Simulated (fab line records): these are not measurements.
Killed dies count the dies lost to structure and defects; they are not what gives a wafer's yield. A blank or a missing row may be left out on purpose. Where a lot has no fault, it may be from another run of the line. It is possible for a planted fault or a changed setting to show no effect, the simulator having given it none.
What tool caused it? | flow sky130 | 24 lots, 72 wafers sampled, at 5 steps of a route of 708

== WHAT EACH GAUGE READ, for each wafer ==
SKY_METAL2_RS_MEAS_05: measurement is done with a four-point probe.
lot  | measured     | on            | METAL2_ALCU_RS (ohm/sq)
L074 | day 34 08:19 | film_metro-03 | 0.1269 0.1269 0.1274
L075 | day 34 20:33 | film_metro-02 | 0.1266 0.1265 0.1274
L076 | day 35 05:20 | film_metro-04 | 0.1236 0.1245 0.1281
L077 | day 35 13:53 | film_metro-04 | 0.1241 0.1240 0.1248
L078 | day 35 17:44 | film_metro-03 | 0.1291 0.1292 0.1298
L079 | day 36 08:11 | film_metro-03 | 0.1263 0.1255 0.1258
L080 | day 36 10:23 | film_metro-03 | 0.1256 0.1258 0.1253
L081 | day 36 13:17 | film_metro-04 | 0.1242 0.1248 0.1261
L082 | day 36 20:51 | film_metro-03 | 0.1243 0.1267 0.1253
L083 | day 37 07:14 | film_metro-04 | 0.1239 0.1246 0.1272
L084 | day 37 09:34 | film_metro-04 | 0.1271 0.1282 0.1269
L085 | day 37 18:31 | film_metro-03 | 0.1300 0.1310 0.1255
L087 | day 38 08:10 | film_metro-03 | 0.1254 0.1270 0.1271
L086 | day 38 10:01 | film_metro-03 | 0.1292 0.1266 0.1289
L088 | day 38 10:22 | film_metro-04 | 0.1268 0.1269 0.1263
L089 | day 39 02:04 | film_metro-04 | 0.1253 0.1278 0.1259
L090 | day 39 08:51 | film_metro-02 | 0.1270 0.1288 0.1275
L091 | day 39 11:47 | film_metro-02 | 0.1279 0.1286 0.1301
L092 | day 39 17:20 | film_metro-04 | 0.1252 0.1261 0.1242
L093 | day 40 08:09 | film_metro-03 | 0.1279 0.1263 0.1281
L094 | day 40 09:55 | film_metro-02 | 0.1281 0.1259 0.1268
L095 | day 40 12:14 | film_metro-02 | 0.1296 0.1306 0.1284
L096 | day 40 21:27 | film_metro-04 | 0.1252 0.1277 0.1263
L097 | day 41 06:11 | film_metro-04 | 0.1254 0.1289 0.1260

SKY_VIA4_OVL_MEAS_11.
lot  | measured     | on         | VIA4_OVL (nm)
L074 | day 43 03:38 | overlay-01 | 0.4 4.7 3.7
L075 | day 43 13:38 | overlay-01 | -0.4 -0.4 0.6
L076 | day 43 19:25 | overlay-01 | 0.8 0.8 0.5
L077 | day 44 03:49 | overlay-01 | 0.3 -0.8 0.4
L078 | day 44 06:10 | overlay-01 | -0.5 -2.4 -2.5
L079 | day 44 18:51 | overlay-02 | 1.1 0.0 1.4
L080 | day 44 20:09 | overlay-01 | 1.8 2.2 1.4
L081 | day 44 23:33 | overlay-01 | -0.3 -0.6 0.4
L082 | day 45 06:47 | overlay-02 | 0.8 0.4 -0.8
L083 | day 45 16:59 | overlay-01 | 1.0 1.9 -0.6
L084 | day 45 17:43 | overlay-01 | 1.4 0.3 1.0
L085 | day 46 00:08 | overlay-01 | -0.9 -0.9 -0.4
L087 | day 46 12:37 | overlay-01 | -1.1 -1.5 -1.6
L086 | day 46 15:26 | overlay-02 | -0.1 -0.4 -0.6
L088 | day 46 15:28 | overlay-01 | -0.1 0.4 -0.2
L089 | day 47 01:17 | overlay-01 | 0.1 -0.5 -0.8
L090 | day 47 08:11 | overlay-01 | -0.6 -1.0 -2.1
L091 | day 47 12:26 | overlay-01 | 0.9 -0.5 1.0
L092 | day 47 14:40 | overlay-01 | 3.0 1.3 0.8
L093 | day 48 01:57 | overlay-02 | 1.9 0.8 1.4
L094 | day 48 06:09 | overlay-02 | 1.2 -0.9 0.1
L095 | day 48 07:37 | overlay-01 | 1.0 1.8 -0.8
L096 | day 48 15:41 | overlay-01 | -0.4 0.2 -0.5
L097 | day 48 19:22 | overlay-02 | -1.6 -0.5 -0.8

== WHAT TOOL EACH LOT RAN ON (gives the tool, then ch and the chambers of the sampled wafers, and finally the start) ==
lot  | SKY_METAL1_SPUTTER_00        | SKY_VIA2_SPUTTER_20          | SKY_METAL3_ETCH_16
L074 | pvd_sputter-01, day 31 22:51 | pvd_sputter-03, day 36 15:28 | rie_metal-04 ch 0,1, day 38 20:44
L075 | pvd_sputter-01, day 32 11:26 | pvd_sputter-02, day 37 03:39 | rie_metal-04 ch 0,1, day 39 07:37
L076 | pvd_sputter-03, day 32 20:22 | pvd_sputter-02, day 37 11:51 | rie_metal-03 ch 0,1, day 39 15:07
L077 | pvd_sputter-03, day 33 05:08 | pvd_sputter-04, day 37 19:37 | rie_metal-04 ch 0,1, day 39 23:47
L078 | pvd_sputter-01, day 33 09:19 | pvd_sputter-04, day 37 23:50 | rie_metal-01 ch 0,1, day 40 03:16
L079 | pvd_sputter-04, day 33 23:25 | pvd_sputter-04, day 38 13:31 | rie_metal-01 ch 1, day 40 16:40
L080 | pvd_sputter-01, day 34 01:18 | pvd_sputter-02, day 38 15:58 | rie_metal-04 ch 0,1, day 40 18:05
L081 | pvd_sputter-04, day 34 05:37 | pvd_sputter-03, day 38 18:48 | rie_metal-04 ch 0,1, day 40 20:19
L082 | pvd_sputter-03, day 34 13:43 | pvd_sputter-04, day 39 02:04 | rie_metal-01 ch 0,1, day 41 05:23
L083 | pvd_sputter-03, day 34 23:31 | pvd_sputter-03, day 39 12:31 | rie_metal-03 ch 0,1, day 41 15:23
L084 | pvd_sputter-04, day 35 02:20 | pvd_sputter-03, day 39 13:58 | rie_metal-01 ch 0,1, day 41 16:15
L085 | pvd_sputter-03, day 35 11:55 | pvd_sputter-02, day 39 22:59 | rie_metal-01 ch 0,1, day 42 01:18
L087 | pvd_sputter-03, day 36 00:49 | pvd_sputter-02, day 40 12:01 | rie_metal-04 ch 0,1, day 42 14:26
L086 | pvd_sputter-01, day 36 02:45 | pvd_sputter-03, day 40 14:05 | rie_metal-04 ch 0,1, day 42 16:35
L088 | pvd_sputter-04, day 36 03:59 | pvd_sputter-04, day 40 14:45 | rie_metal-03 ch 0,1, day 42 16:46
L089 | pvd_sputter-04, day 36 19:34 | pvd_sputter-03, day 41 05:35 | rie_metal-04 ch 0,1, day 43 05:44
L090 | pvd_sputter-04, day 37 02:53 | pvd_sputter-04, day 41 12:02 | rie_metal-01 ch 0,1, day 43 12:53
L091 | pvd_sputter-03, day 37 05:20 | pvd_sputter-04, day 41 15:07 | rie_metal-01 ch 0,1, day 43 16:26
L092 | pvd_sputter-01, day 37 10:34 | pvd_sputter-04, day 41 19:53 | rie_metal-03 ch 0,1, day 43 19:47
L093 | pvd_sputter-03, day 38 02:38 | pvd_sputter-04, day 42 09:16 | rie_metal-04 ch 0,1, day 44 08:58
L094 | pvd_sputter-04, day 38 04:04 | pvd_sputter-02, day 42 12:37 | rie_metal-01 ch 0,1, day 44 13:06
L095 | pvd_sputter-03, day 38 06:49 | pvd_sputter-02, day 42 15:28 | rie_metal-01 ch 0,1, day 44 15:26
L096 | pvd_sputter-04, day 38 17:02 | pvd_sputter-03, day 42 23:25 | rie_metal-01 ch 0,1, day 44 22:14
L097 | pvd_sputter-01, day 39 00:22 | pvd_sputter-02, day 43 08:01 | rie_metal-04 ch 0,1, day 45 06:23
- SKY_METAL1_SPUTTER_00: material Ti, target thk 15 nm, time 10 s.
- SKY_VIA2_SPUTTER_20: material TiN, target thk 20 nm, time 81.2 s.
- SKY_METAL3_ETCH_16: etches BARC in N2/H2, stops on SiO2, time 88.2 s, target depth 60 nm.

== AS READ BY THE TOOLS THEMSELVES (means over the sampled wafers that have a number; for cases with no such wafer, the mark the record gives instead) ==
SKY_METAL1_SPUTTER_00.
lot  | tool           | throttle_valve_pct (%)
L074 | pvd_sputter-01 | 31.0
L075 | pvd_sputter-01 | 30.0
L076 | pvd_sputter-03 | 29.3
L077 | pvd_sputter-03 | 29.5
L078 | pvd_sputter-01 | 30.7
L079 | pvd_sputter-04 | 29.6
L080 | pvd_sputter-01 | 31.8
L081 | pvd_sputter-04 | 30.0
L082 | pvd_sputter-03 | 30.2
L083 | pvd_sputter-03 | 29.5
L084 | pvd_sputter-04 | 29.7
L085 | pvd_sputter-03 | 30.2
L087 | pvd_sputter-03 | 30.0
L086 | pvd_sputter-01 | 31.1
L088 | pvd_sputter-04 | 29.8
L089 | pvd_sputter-04 | 29.9
L090 | pvd_sputter-04 | 29.9
L091 | pvd_sputter-03 | 30.2
L092 | pvd_sputter-01 | 30.6
L093 | pvd_sputter-03 | 30.6
L094 | pvd_sputter-04 | 30.1
L095 | pvd_sputter-03 | 29.6
L096 | pvd_sputter-04 | 29.8
L097 | pvd_sputter-01 | 32.3

SKY_VIA2_SPUTTER_20.
lot  | tool           | throttle_valve_pct (%)
L074 | pvd_sputter-03 | 30.2
L075 | pvd_sputter-02 | 29.5
L076 | pvd_sputter-02 | 29.6
L077 | pvd_sputter-04 | 30.1
L078 | pvd_sputter-04 | 30.0
L079 | pvd_sputter-04 | 30.1
L080 | pvd_sputter-02 | 29.2
L081 | pvd_sputter-03 | 30.8
L082 | pvd_sputter-04 | 30.2
L083 | pvd_sputter-03 | 30.3
L084 | pvd_sputter-03 | 30.2
L085 | pvd_sputter-02 | 30.6
L087 | pvd_sputter-02 | 30.6
L086 | pvd_sputter-03 | 29.9
L088 | pvd_sputter-04 | 29.9
L089 | pvd_sputter-03 | 29.5
L090 | pvd_sputter-04 | 29.6
L091 | pvd_sputter-04 | 29.6
L092 | pvd_sputter-04 | 30.0
L093 | pvd_sputter-04 | 30.1
L094 | pvd_sputter-02 | 31.0
L095 | pvd_sputter-02 | 31.3
L096 | pvd_sputter-03 | 29.9
L097 | pvd_sputter-02 | 31.6

SKY_METAL3_ETCH_16.
lot  | tool         | drypump_motor_current_A (A) | h2_flow_sccm (sccm) | oes_product_au (a.u.) | throttle_valve_pct (%)
L074 | rie_metal-04 | 5.5                         | 199.5               | 0.627                 | 13.201
L075 | rie_metal-04 | 5.6                         | 199.9               | 0.627                 | 13.201
L076 | rie_metal-03 | 5.8                         | 199.8               | 0.625                 | 13.213
L077 | rie_metal-04 | 5.5                         | 200.2               | 0.626                 | 13.199
L078 | rie_metal-01 | 5.2                         | 200.2               | 0.625                 | 13.216
L079 | rie_metal-01 | 5.9                         | 199.0               | 0.621                 | 13.209
L080 | rie_metal-04 | 5.5                         | 199.8               | 0.623                 | 13.199
L081 | rie_metal-04 | 5.5                         | 200.0               | 0.620                 | 13.211
L082 | rie_metal-01 | 5.5                         | 200.4               | 0.627                 | 13.214
L083 | rie_metal-03 | 5.5                         | 199.9               | 0.625                 | 13.215
L084 | rie_metal-01 | 5.1                         | 199.3               | 0.629                 | 13.207
L085 | rie_metal-01 | 5.2                         | 199.4               | 0.628                 | 13.204
L087 | rie_metal-04 | 5.5                         | 200.3               | 0.622                 | 13.204
L086 | rie_metal-04 | 5.5                         | 199.7               | 0.629                 | 13.201
L088 | rie_metal-03 | 5.5                         | 199.5               | 0.626                 | 13.200
L089 | rie_metal-04 | 5.5                         | 199.9               | 0.627                 | 13.202
L090 | rie_metal-01 | 5.1                         | 199.8               | 0.631                 | 13.206
L091 | rie_metal-01 | 5.1                         | 200.1               | 0.627                 | 13.211
L092 | rie_metal-03 | 5.8                         | 199.8               | 0.621                 | 13.207
L093 | rie_metal-04 | 5.5                         | 199.9               | 0.626                 | 13.201
L094 | rie_metal-01 | 5.1                         | 199.7               | 0.631                 | 13.206
L095 | rie_metal-01 | 5.1                         | 200.3               | 0.626                 | 13.197
L096 | rie_metal-01 | 5.1                         | 199.9               | 0.628                 | 13.209
L097 | rie_metal-04 | 5.5                         | 199.9               | 0.621                 | 13.216

== THE ANSWER, worked out from the rows above alone ==
Rule: usual is defined by the lots themselves. Put in order of their means at a reading, lots are off if they are a third of the lots or fewer, leave a main group of 4 or more, and stand apart from it by a gap of 3 or more times the standard deviation of the main group's means; of several such gaps the widest counts. If all means in a main group match to the digits the tables above print for the reading, that group is not used. A lot without any number at a reading at which 4 lots or more have one is off too. The other lots that the step has rows for count as sound. After the gauges, taken in route order, come the tools' own readings; for these a lot's mean is taken, as printed above. At the first step where some lot is off, the reading lying furthest off is the one used; lots without a number count as furthest.
None of the lots is off at any reading shown; this tells nothing.

== WHAT THE SIMULATOR HAD INSERTED ==
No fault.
